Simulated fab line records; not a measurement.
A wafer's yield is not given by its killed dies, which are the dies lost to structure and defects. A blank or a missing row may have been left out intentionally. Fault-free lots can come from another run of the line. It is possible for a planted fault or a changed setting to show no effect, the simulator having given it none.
fab line records / flow sfqLine
record: lots: 6 wafers: 17 lastDay: 91
route steps=325 shown M6@255 I6@266
lots that met no fault: from a run of the same line without faults
startH: hours from the record's first day to the start of the lot's first wafer shown / waitH: how many hours have passed since the lot's step before this one / " same as the row above / L1.1+2: a row that stands for several wafers / - value missing, or start not given / * or withheld: withheld / < > ~ a bound
route shown NAME@n: names a module that has steps shown in the file, with the first one's number in the route / usual: mean and standard deviation over wafers with no fault / same: alike in all rows / chamber/n: place in a boat / sites: each site's reading / _std_site: the values' standard deviation / _edge_site: inner sites' mean taken away from outer sites' mean / radiusMm: how far each site lies from the wafer's centre / mask NAME#n: copy n / behind: the tool/chamber that last shaped the wafer / hold: cause of the lot's hold/its duration in hours/its outcome / device: the transistor (n, p or np) that didn't switch / end of line: tests run on the same wafers once the route is complete / a step with no rows: only its recipe / killed: count of dies lost to structure and defects at first sort (not the wafer's yield) / map: a wafer's dies, x killed, . not, _ none there
set.NAME: the setting the step ran with; set.NAME@STEP: the setting that earlier step ran with / model.NAME: the simulator's own value behind a step, which no gauge read
lots at selected steps of the route; one table per step, one row per wafer
services: a tool's chamber out of use, with start hour (startH, from the record's first day; less than 0 if before it), hours out, and reason
== steps ==
step: SFQ_TRILAYER_M6_LITHO_COAT_164
recipe: resist: BARC spinRpm: 3000 resistThkNm: 62
step: SFQ_TRILAYER_M6_LITHO_COAT_159
recipe: resist: KrF spinRpm: 3000 resistThkNm: 600
step: SFQ_TRILAYER_M6_LITHO_SOFTBAKE_163
recipe: tempC: withheld timeS: withheld resist: KrF
step: SFQ_TRILAYER_M6_LITHO_EXPOSE_160
recipe: maskId: M6 na: 0.6 sourceShape: conventional sigmaOuter: 0.65 targetCdNm: 500 doseMj: 14.4
step: SFQ_TRILAYER_M6_LITHO_PEB_162
recipe: pebTempC: 115 pebTimeS: 60 resist: KrF
step: SFQ_TRILAYER_M6_LITHO_DEVELOP_161
recipe: timeS: 60 resist: KrF
step: SFQ_M6_OVL_MEAS_940
usual: M6_OVL: -5/5
lot.wafer=L800.2 tool=overlay-01 chamber=- startH=1793.74 waitH=0.1 M6_OVL[nm]=-6
lot.wafer=L800.3 tool=overlay-01 chamber=- startH=1793.74 waitH=0.1 M6_OVL[nm]=-5
lot.wafer=L800.6 tool=overlay-01 chamber=- startH=1793.74 waitH=0.1 M6_OVL[nm]=-8
lot.wafer=L803.1 tool=overlay-01 chamber=- startH=1802.14 waitH=0.1 M6_OVL[nm]=-11
lot.wafer=L803.2 tool=overlay-01 chamber=- startH=1802.14 waitH=0.1 M6_OVL[nm]=-5
lot.wafer=L803.3 tool=overlay-01 chamber=- startH=1802.14 waitH=0.1 M6_OVL[nm]=-1
lot.wafer=L807.1 tool=overlay-01 chamber=- startH=1812.94 waitH=0.1 M6_OVL[nm]=-10
lot.wafer=L807.5 tool=overlay-01 chamber=- startH=1812.94 waitH=0.1 M6_OVL[nm]=-7
lot.wafer=L808.2 tool=overlay-01 chamber=- startH=1814.14 waitH=0.1 M6_OVL[nm]=1
lot.wafer=L808.3 tool=overlay-01 chamber=- startH=1814.14 waitH=0.1 M6_OVL[nm]=-10
lot.wafer=L808.5 tool=overlay-01 chamber=- startH=1814.14 waitH=0.1 M6_OVL[nm]=-12
lot.wafer=L817.1 tool=overlay-01 chamber=- startH=1892.57 waitH=0.1 M6_OVL[nm]=-7
lot.wafer=L817.3 tool=overlay-01 chamber=- startH=1892.57 waitH=0.1 M6_OVL[nm]=-4
lot.wafer=L817.4 tool=overlay-01 chamber=- startH=1892.57 waitH=0.1 M6_OVL[nm]=-6
lot.wafer=L818.2 tool=overlay-02 chamber=- startH=1920.17 waitH=0.1 M6_OVL[nm]=-6
lot.wafer=L818.4 tool=overlay-02 chamber=- startH=1920.17 waitH=0.1 M6_OVL[nm]=-1
lot.wafer=L818.6 tool=overlay-02 chamber=- startH=1920.17 waitH=0.1 M6_OVL[nm]=-3
step: SFQ_TRILAYER_M6_BARC_OPEN_METAL_ETCH_206
recipe: maskMaterial: PR chemistry: O2 targetDepthNm: 125 target: BARC icpW: 600 biasW: 80 pressureMtorr: 10 timeS: 41.7
usual: drypumpMotorCurrentA: 5.76/0.3 oesProductAu: 0.685/0.005
lot.wafer=L800.2 tool=rieMetal-02 chamber=0 startH=1793.77 waitH=0.0 drypumpMotorCurrentA=5.50 oesProductAu=0.685 rfHoursCounterH=38
lot.wafer=L800.3 tool=rieMetal-02 chamber=1 startH=1793.77 waitH=0.0 drypumpMotorCurrentA=6.30 oesProductAu=0.681 rfHoursCounterH=-
lot.wafer=L800.6 tool=rieMetal-02 chamber=1 startH=1793.77 waitH=0.0 drypumpMotorCurrentA=6.28 oesProductAu=0.680 rfHoursCounterH=-
lot.wafer=L803.1 tool=rieMetal-02 chamber=0 startH=1802.17 waitH=0.0 drypumpMotorCurrentA=5.48 oesProductAu=0.689 rfHoursCounterH=39
lot.wafer=L803.2 tool=rieMetal-02 chamber=1 startH=1802.17 waitH=0.0 drypumpMotorCurrentA=6.33 oesProductAu=0.686 rfHoursCounterH=83
lot.wafer=L803.3 tool=rieMetal-02 chamber=0 startH=1802.17 waitH=0.0 drypumpMotorCurrentA=5.46 oesProductAu=0.686 rfHoursCounterH=-
lot.wafer=L807.1 tool=rieMetal-02 chamber=1 startH=1812.97 waitH=0.0 drypumpMotorCurrentA=6.32 oesProductAu=0.682 rfHoursCounterH=86
lot.wafer=L807.5 tool=rieMetal-02 chamber=0 startH=1812.97 waitH=0.0 drypumpMotorCurrentA=5.46 oesProductAu=0.682 rfHoursCounterH=-
lot.wafer=L808.2 tool=rieMetal-03 chamber=1 startH=1814.17 waitH=0.0 drypumpMotorCurrentA=5.72 oesProductAu=0.695 rfHoursCounterH=60
lot.wafer=L808.3 tool=rieMetal-03 chamber=0 startH=1814.17 waitH=0.0 drypumpMotorCurrentA=5.88 oesProductAu=0.691 rfHoursCounterH=-
lot.wafer=L808.5 tool=rieMetal-03 chamber=1 startH=1814.17 waitH=0.0 drypumpMotorCurrentA=5.75 oesProductAu=0.681 rfHoursCounterH=-
lot.wafer=L817.1 tool=rieMetal-01 chamber=0 startH=1892.60 waitH=0.0 drypumpMotorCurrentA=5.51 oesProductAu=0.680 rfHoursCounterH=130
lot.wafer=L817.3 tool=rieMetal-01 chamber=1 startH=1892.60 waitH=0.0 drypumpMotorCurrentA=5.45 oesProductAu=0.687 rfHoursCounterH=-
lot.wafer=L817.4 tool=rieMetal-01 chamber=0 startH=1892.60 waitH=0.0 drypumpMotorCurrentA=5.50 oesProductAu=0.695 rfHoursCounterH=-
lot.wafer=L818.2 tool=rieMetal-01 chamber=1 startH=1920.20 waitH=0.0 drypumpMotorCurrentA=5.44 oesProductAu=0.681 rfHoursCounterH=110
lot.wafer=L818.4 tool=rieMetal-01 chamber=1 startH=1920.20 waitH=0.0 drypumpMotorCurrentA=5.43 oesProductAu=0.683 rfHoursCounterH=-
lot.wafer=L818.6 tool=rieMetal-01 chamber=0 startH=1920.20 waitH=0.0 drypumpMotorCurrentA=5.51 oesProductAu=0.683 rfHoursCounterH=-
step: SFQ_TRILAYER_M6_ETCH_METAL_ETCH_162
recipe: target: Nb stopOn: SiO2 maskMaterial: PR chemistry: Cl2/Ar targetDepthNm: 240 icpW: 600 biasW: 80 pressureMtorr: 10 timeS: 120
usual: drypumpMotorCurrentA: 5.76/0.29 oesProductAu: 0.894/0.0066
lot.wafer=L800.2 tool=rieMetal-02 chamber=0 startH=1793.83 waitH=0.0 drypumpMotorCurrentA=5.46 oesProductAu=0.897 rfHoursCounterH=38
lot.wafer=L800.3 tool=rieMetal-02 chamber=1 startH=1793.83 waitH=0.0 drypumpMotorCurrentA=6.31 oesProductAu=0.896 rfHoursCounterH=-
lot.wafer=L800.6 tool=rieMetal-02 chamber=1 startH=1793.83 waitH=0.0 drypumpMotorCurrentA=6.31 oesProductAu=0.901 rfHoursCounterH=-
lot.wafer=L803.1 tool=rieMetal-02 chamber=0 startH=1802.23 waitH=0.0 drypumpMotorCurrentA=5.47 oesProductAu=0.875 rfHoursCounterH=39
lot.wafer=L803.2 tool=rieMetal-02 chamber=1 startH=1802.23 waitH=0.0 drypumpMotorCurrentA=6.30 oesProductAu=0.889 rfHoursCounterH=83
lot.wafer=L803.3 tool=rieMetal-02 chamber=0 startH=1802.23 waitH=0.0 drypumpMotorCurrentA=5.48 oesProductAu=0.887 rfHoursCounterH=-
lot.wafer=L807.1 tool=rieMetal-02 chamber=1 startH=1813.03 waitH=0.0 drypumpMotorCurrentA=6.29 oesProductAu=0.900 rfHoursCounterH=86
lot.wafer=L807.5 tool=rieMetal-02 chamber=0 startH=1813.03 waitH=0.0 drypumpMotorCurrentA=5.47 oesProductAu=0.889 rfHoursCounterH=-
lot.wafer=L808.2 tool=rieMetal-03 chamber=1 startH=1814.23 waitH=0.0 drypumpMotorCurrentA=5.75 oesProductAu=0.890 rfHoursCounterH=60
lot.wafer=L808.3 tool=rieMetal-03 chamber=0 startH=1814.23 waitH=0.0 drypumpMotorCurrentA=5.87 oesProductAu=0.895 rfHoursCounterH=-
lot.wafer=L808.5 tool=rieMetal-03 chamber=1 startH=1814.23 waitH=0.0 drypumpMotorCurrentA=5.74 oesProductAu=0.888 rfHoursCounterH=-
lot.wafer=L817.1 tool=rieMetal-01 chamber=0 startH=1892.66 waitH=0.0 drypumpMotorCurrentA=5.51 oesProductAu=0.877 rfHoursCounterH=130
lot.wafer=L817.3 tool=rieMetal-01 chamber=1 startH=1892.66 waitH=0.0 drypumpMotorCurrentA=5.45 oesProductAu=0.883 rfHoursCounterH=-
lot.wafer=L817.4 tool=rieMetal-01 chamber=0 startH=1892.66 waitH=0.0 drypumpMotorCurrentA=5.52 oesProductAu=0.893 rfHoursCounterH=-
lot.wafer=L818.2 tool=rieMetal-01 chamber=1 startH=1920.26 waitH=0.0 drypumpMotorCurrentA=5.44 oesProductAu=0.894 rfHoursCounterH=110
lot.wafer=L818.4 tool=rieMetal-01 chamber=1 startH=1920.26 waitH=0.0 drypumpMotorCurrentA=5.46 oesProductAu=0.906 rfHoursCounterH=-
lot.wafer=L818.6 tool=rieMetal-01 chamber=0 startH=1920.26 waitH=0.0 drypumpMotorCurrentA=5.54 oesProductAu=0.897 rfHoursCounterH=-
step: SFQ_TRILAYER_M6_STRIP_STRIP_163
recipe: gas: O2 powerW: 200 platenTempC: 40 overashFraction: 0.65 chemistry: O2 pressureMtorr: 50
usual: drypumpMotorCurrentA: 5.76/0.3 oesProductAu: 0.998/0.0091
lot.wafer=L800.2 tool=rieMetal-02 chamber=0 startH=1793.96 waitH=0.1 drypumpMotorCurrentA=5.50 oesProductAu=0.984 rfHoursCounterH=38
lot.wafer=L800.3 tool=rieMetal-02 chamber=1 startH=1793.96 waitH=0.1 drypumpMotorCurrentA=6.30 oesProductAu=1.016 rfHoursCounterH=-
lot.wafer=L800.6 tool=rieMetal-02 chamber=1 startH=1793.96 waitH=0.1 drypumpMotorCurrentA=6.30 oesProductAu=1.015 rfHoursCounterH=-
lot.wafer=L803.1 tool=rieMetal-02 chamber=0 startH=1802.36 waitH=0.1 drypumpMotorCurrentA=5.44 oesProductAu=0.976 rfHoursCounterH=40
lot.wafer=L803.2 tool=rieMetal-02 chamber=1 startH=1802.36 waitH=0.1 drypumpMotorCurrentA=6.29 oesProductAu=1.005 rfHoursCounterH=84
lot.wafer=L803.3 tool=rieMetal-02 chamber=0 startH=1802.36 waitH=0.1 drypumpMotorCurrentA=5.47 oesProductAu=0.977 rfHoursCounterH=-
lot.wafer=L807.1 tool=rieMetal-02 chamber=1 startH=1813.16 waitH=0.1 drypumpMotorCurrentA=6.30 oesProductAu=1.002 rfHoursCounterH=86
lot.wafer=L807.5 tool=rieMetal-02 chamber=0 startH=1813.16 waitH=0.1 drypumpMotorCurrentA=5.49 oesProductAu=0.989 rfHoursCounterH=-
lot.wafer=L808.2 tool=rieMetal-03 chamber=1 startH=1814.36 waitH=0.1 drypumpMotorCurrentA=5.73 oesProductAu=0.995 rfHoursCounterH=60
lot.wafer=L808.3 tool=rieMetal-03 chamber=0 startH=1814.36 waitH=0.1 drypumpMotorCurrentA=5.93 oesProductAu=1.002 rfHoursCounterH=-
lot.wafer=L808.5 tool=rieMetal-03 chamber=1 startH=1814.36 waitH=0.1 drypumpMotorCurrentA=5.70 oesProductAu=1.001 rfHoursCounterH=-
lot.wafer=L817.1 tool=rieMetal-01 chamber=0 startH=1892.79 waitH=0.1 drypumpMotorCurrentA=5.53 oesProductAu=1.008 rfHoursCounterH=130
lot.wafer=L817.3 tool=rieMetal-01 chamber=1 startH=1892.79 waitH=0.1 drypumpMotorCurrentA=5.46 oesProductAu=1.000 rfHoursCounterH=-
lot.wafer=L817.4 tool=rieMetal-01 chamber=0 startH=1892.79 waitH=0.1 drypumpMotorCurrentA=5.51 oesProductAu=1.004 rfHoursCounterH=-
lot.wafer=L818.2 tool=rieMetal-01 chamber=1 startH=1920.39 waitH=0.1 drypumpMotorCurrentA=5.45 oesProductAu=1.000 rfHoursCounterH=110
lot.wafer=L818.4 tool=rieMetal-01 chamber=1 startH=1920.39 waitH=0.1 drypumpMotorCurrentA=5.44 oesProductAu=1.008 rfHoursCounterH=-
lot.wafer=L818.6 tool=rieMetal-01 chamber=0 startH=1920.39 waitH=0.1 drypumpMotorCurrentA=5.53 oesProductAu=0.998 rfHoursCounterH=-
step: SFQ_TRILAYER_M6_STRIP_SOLV_CLEAN_164
recipe: chemistry: NMP tempC: 70 timeS: 600
step: SFQ_TRILAYER_I6_DEP_PECVD_165
recipe: material: SiO2 tempC: 150 timeS: 111.11 pressureTorr: 2.4 rfW: 183.3 precursor: SiH4/N2O targetThkNm: 500
usual: heaterPowerOuterW: 32/9.5 heaterPowerW: 87/17 showerheadVppV: 836/43 throttleValvePct: 25.0/1.6
lot.wafer=L800.2 tool=pecvd-02 chamber=0 startH=1794.73 waitH=0.0 heaterPowerOuterW=33 heaterPowerW=96 showerheadVppV=842 throttleValvePct=22.9
lot.wafer=L800.3 tool=pecvd-02 chamber=1 startH=1794.73 waitH=0.0 heaterPowerOuterW=52 heaterPowerW=113 showerheadVppV=795 throttleValvePct=26.6
lot.wafer=L800.6 tool=pecvd-02 chamber=2 startH=1794.73 waitH=0.0 heaterPowerOuterW=32 heaterPowerW=91 showerheadVppV=767 throttleValvePct=23.9
lot.wafer=L803.1 tool=pecvd-04 chamber=1 startH=1803.31 waitH=0.0 heaterPowerOuterW=24 heaterPowerW=66 showerheadVppV=899 throttleValvePct=26.8
lot.wafer=L803.2 tool=pecvd-04 chamber=0 startH=1803.31 waitH=0.0 heaterPowerOuterW=23 heaterPowerW=65 showerheadVppV=811 throttleValvePct=26.9
lot.wafer=L803.3 tool=pecvd-04 chamber=2 startH=1803.31 waitH=0.0 heaterPowerOuterW=33 heaterPowerW=85 showerheadVppV=874 throttleValvePct=25.1
lot.wafer=L807.1 tool=pecvd-04 chamber=1 startH=1813.93 waitH=0.0 heaterPowerOuterW=24 heaterPowerW=62 showerheadVppV=899 throttleValvePct=27.0
lot.wafer=L807.5 tool=pecvd-04 chamber=2 startH=1813.93 waitH=0.0 heaterPowerOuterW=33 heaterPowerW=85 showerheadVppV=874 throttleValvePct=25.4
lot.wafer=L808.2 tool=pecvd-02 chamber=0 startH=1815.31 waitH=0.0 heaterPowerOuterW=35 heaterPowerW=100 showerheadVppV=856 throttleValvePct=22.8
lot.wafer=L808.3 tool=pecvd-02 chamber=1 startH=1815.31 waitH=0.0 heaterPowerOuterW=50 heaterPowerW=110 showerheadVppV=810 throttleValvePct=26.8
lot.wafer=L808.5 tool=pecvd-02 chamber=2 startH=1815.31 waitH=0.0 heaterPowerOuterW=28 heaterPowerW=86 showerheadVppV=768 throttleValvePct=23.9
lot.wafer=L817.1 tool=pecvd-01 chamber=2 startH=1893.56 waitH=0.0 heaterPowerOuterW=28 heaterPowerW=77 showerheadVppV=820 throttleValvePct=24.9
lot.wafer=L817.3 tool=pecvd-01 chamber=1 startH=1893.56 waitH=0.0 heaterPowerOuterW=49 heaterPowerW=124 showerheadVppV=830 throttleValvePct=22.4
lot.wafer=L817.4 tool=pecvd-01 chamber=1 startH=1893.56 waitH=0.0 heaterPowerOuterW=51 heaterPowerW=122 showerheadVppV=827 throttleValvePct=22.9
lot.wafer=L818.2 tool=pecvd-02 chamber=0 startH=1921.16 waitH=0.0 heaterPowerOuterW=34 heaterPowerW=99 showerheadVppV=847 throttleValvePct=22.8
lot.wafer=L818.4 tool=pecvd-02 chamber=2 startH=1921.16 waitH=0.0 heaterPowerOuterW=31 heaterPowerW=88 showerheadVppV=774 throttleValvePct=24.1
lot.wafer=L818.6 tool=pecvd-02 chamber=0 startH=1921.16 waitH=0.0 heaterPowerOuterW=23 heaterPowerW=81 showerheadVppV=839 throttleValvePct=23.0
step: SFQ_TRILAYER_I6_CMP_CMP_166
recipe: material: SiO2 downForcePsi: 3 platenRpm: 60 padVelocityMS: 0.94248
usual: headPressurePsi: 3.001/0.0066 motorCurrentA: 10.1/1 slurryFilterDpKPa: 13.51/0.14 timeToEndpointS: 216/6.7
lot.wafer=L800.2 tool=cmp-02 chamber=3 startH=1796.51 waitH=1.7 headPressurePsi=2.997 motorCurrentA=10.9 slurryFilterDpKPa=13.62 timeToEndpointS=207
lot.wafer=L800.3 tool=cmp-02 chamber=1 startH=1797.51 waitH=2.7 headPressurePsi=3.010 motorCurrentA=10.2 slurryFilterDpKPa=13.41 timeToEndpointS=223
lot.wafer=L800.6 tool=cmp-02 chamber=2 startH=1797.51 waitH=2.7 headPressurePsi=3.002 motorCurrentA=7.8 slurryFilterDpKPa=13.39 timeToEndpointS=228
lot.wafer=L803.3 tool=cmp-01 chamber=1 startH=1807.95 waitH=4.6 headPressurePsi=3.003 motorCurrentA=10.7 slurryFilterDpKPa=13.52 timeToEndpointS=219
lot.wafer=L803.2 tool=cmp-01 chamber=2 startH=1807.95 waitH=4.6 headPressurePsi=2.988 motorCurrentA=10.3 slurryFilterDpKPa=13.54 timeToEndpointS=208
lot.wafer=L803.1 tool=cmp-01 chamber=3 startH=1807.95 waitH=4.6 headPressurePsi=2.995 motorCurrentA=10.0 slurryFilterDpKPa=13.59 timeToEndpointS=211
lot.wafer=L807.1 tool=cmp-01 chamber=0 startH=1821.51 waitH=7.5 headPressurePsi=3.002 motorCurrentA=9.0 slurryFilterDpKPa=13.45 timeToEndpointS=120
lot.wafer=L807.5 tool=cmp-01 chamber=0 startH=1823.51 waitH=9.5 headPressurePsi=2.996 motorCurrentA=9.2 slurryFilterDpKPa=13.72 timeToEndpointS=225
lot.wafer=L808.2 tool=cmp-01 chamber=3 startH=1824.51 waitH=9.2 headPressurePsi=3.002 motorCurrentA=10.6 slurryFilterDpKPa=13.63 timeToEndpointS=211
lot.wafer=L808.3 tool=cmp-01 chamber=0 startH=1824.51 waitH=9.2 headPressurePsi=3.014 motorCurrentA=8.7 slurryFilterDpKPa=13.61 timeToEndpointS=118
lot.wafer=L808.5 tool=cmp-01 chamber=2 startH=1826.01 waitH=10.6 headPressurePsi=2.990 motorCurrentA=9.8 slurryFilterDpKPa=13.36 timeToEndpointS=216
lot.wafer=L817.1 tool=cmp-02 chamber=0 startH=1894.17 waitH=0.6 headPressurePsi=3.004 motorCurrentA=10.3 slurryFilterDpKPa=13.51 timeToEndpointS=214
lot.wafer=L817.3 tool=cmp-02 chamber=1 startH=1894.17 waitH=0.6 headPressurePsi=2.998 motorCurrentA=10.3 slurryFilterDpKPa=13.53 timeToEndpointS=210
lot.wafer=L817.4 tool=cmp-02 chamber=2 startH=1894.17 waitH=0.6 headPressurePsi=2.996 motorCurrentA=8.0 slurryFilterDpKPa=13.48 timeToEndpointS=226
lot.wafer=L818.4 tool=cmp-02 chamber=3 startH=1924.33 waitH=3.1 headPressurePsi=3.005 motorCurrentA=11.2 slurryFilterDpKPa=13.40 timeToEndpointS=216
lot.wafer=L818.2 tool=cmp-02 chamber=0 startH=1924.33 waitH=3.1 headPressurePsi=2.986 motorCurrentA=10.4 slurryFilterDpKPa=13.25 timeToEndpointS=223
lot.wafer=L818.6 tool=cmp-02 chamber=2 startH=1925.83 waitH=4.6 headPressurePsi=3.001 motorCurrentA=8.2 slurryFilterDpKPa=13.54 timeToEndpointS=228
step: SFQ_I6_BOW_MEAS_941
recipe: mode: bow
usual: I6_BOW: 6/11
lot.wafer=L800.2 tool=filmMetro-03 chamber=- startH=1799.03 waitH=2.0 I6_BOW[um]=-5
lot.wafer=L800.3 tool=filmMetro-03 chamber=- startH=1799.03 waitH=2.0 I6_BOW[um]=-13
lot.wafer=L800.6 tool=filmMetro-03 chamber=- startH=1799.03 waitH=2.0 I6_BOW[um]=-8
lot.wafer=L803.1 tool=filmMetro-01 chamber=- startH=1810.45 waitH=1.0 I6_BOW[um]=16
lot.wafer=L803.2 tool=filmMetro-01 chamber=- startH=1810.45 waitH=1.0 I6_BOW[um]=29
lot.wafer=L803.3 tool=filmMetro-01 chamber=- startH=1810.45 waitH=1.0 I6_BOW[um]=16
lot.wafer=L807.1 tool=filmMetro-01 chamber=- startH=1824.01 waitH=2.0 I6_BOW[um]=-5
lot.wafer=L807.5 tool=filmMetro-01 chamber=- startH=1824.01 waitH=2.0 I6_BOW[um]=-2
lot.wafer=L808.2 tool=filmMetro-03 chamber=- startH=1827.03 waitH=2.0 I6_BOW[um]=-9
lot.wafer=L808.3 tool=filmMetro-03 chamber=- startH=1827.03 waitH=2.0 I6_BOW[um]=-6
lot.wafer=L808.5 tool=filmMetro-03 chamber=- startH=1827.03 waitH=2.0 I6_BOW[um]=-10
lot.wafer=L817.1 tool=filmMetro-01 chamber=- startH=1896.67 waitH=2.0 I6_BOW[um]=22
lot.wafer=L817.3 tool=filmMetro-01 chamber=- startH=1896.67 waitH=2.0 I6_BOW[um]=20
lot.wafer=L817.4 tool=filmMetro-01 chamber=- startH=1896.67 waitH=2.0 I6_BOW[um]=12
lot.wafer=L818.2 tool=filmMetro-04 chamber=- startH=1926.35 waitH=1.0 I6_BOW[um]=2
lot.wafer=L818.4 tool=filmMetro-04 chamber=- startH=1926.35 waitH=1.0 I6_BOW[um]=11
lot.wafer=L818.6 tool=filmMetro-04 chamber=- startH=1926.35 waitH=1.0 I6_BOW[um]=14
== services ==
tool=cmp-01 chamber=- startH=1787.92 hours=4.0 kind=pm
tool=cmp-01 chamber=- startH=1791.92 hours=- kind=consumableReplace:conditioner
tool=cmp-01 chamber=- startH=1791.92 hours=- kind=consumableReplace:pad
tool=cmp-01 chamber=- startH=1798.74 hours=2.7 kind=repair
tool=rieMetal-02 chamber=1 startH=1848.49 hours=3.1 kind=repair
tool=cmp-01 chamber=- startH=1866.36 hours=0.3 kind=repair
tool=pecvd-04 chamber=1 startH=1891.42 hours=11.8 kind=repair
tool=pecvd-01 chamber=2 startH=1899.63 hours=6.6 kind=repair
tool=cmp-02 chamber=- startH=1907.58 hours=3.4 kind=repair
tool=cmp-01 chamber=- startH=1918.68 hours=16.3 kind=pm
tool=rieMetal-03 chamber=- startH=1921.86 hours=2.8 kind=pm
== key ==
firstSign: step: SFQ_TRILAYER_I6_CMP_CMP_166 reading: timeToEndpointS direction: down sigmas: 14 usual: * struck: *
effect none on later readings
metAt SFQ_TRILAYER_I6_CMP_CMP_166
struckWafers L807.1,L808.3
onsetBetween 1807.95 1821.51
fault: kind: processParameterDrift tool: cmp-01 chamber: - onsetH: 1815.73 steps: SFQ_TRILAYER_I6_CMP_CMP_166 channel: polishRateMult offset: 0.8 shape: step endH: 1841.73 scope: struckWafersOnly
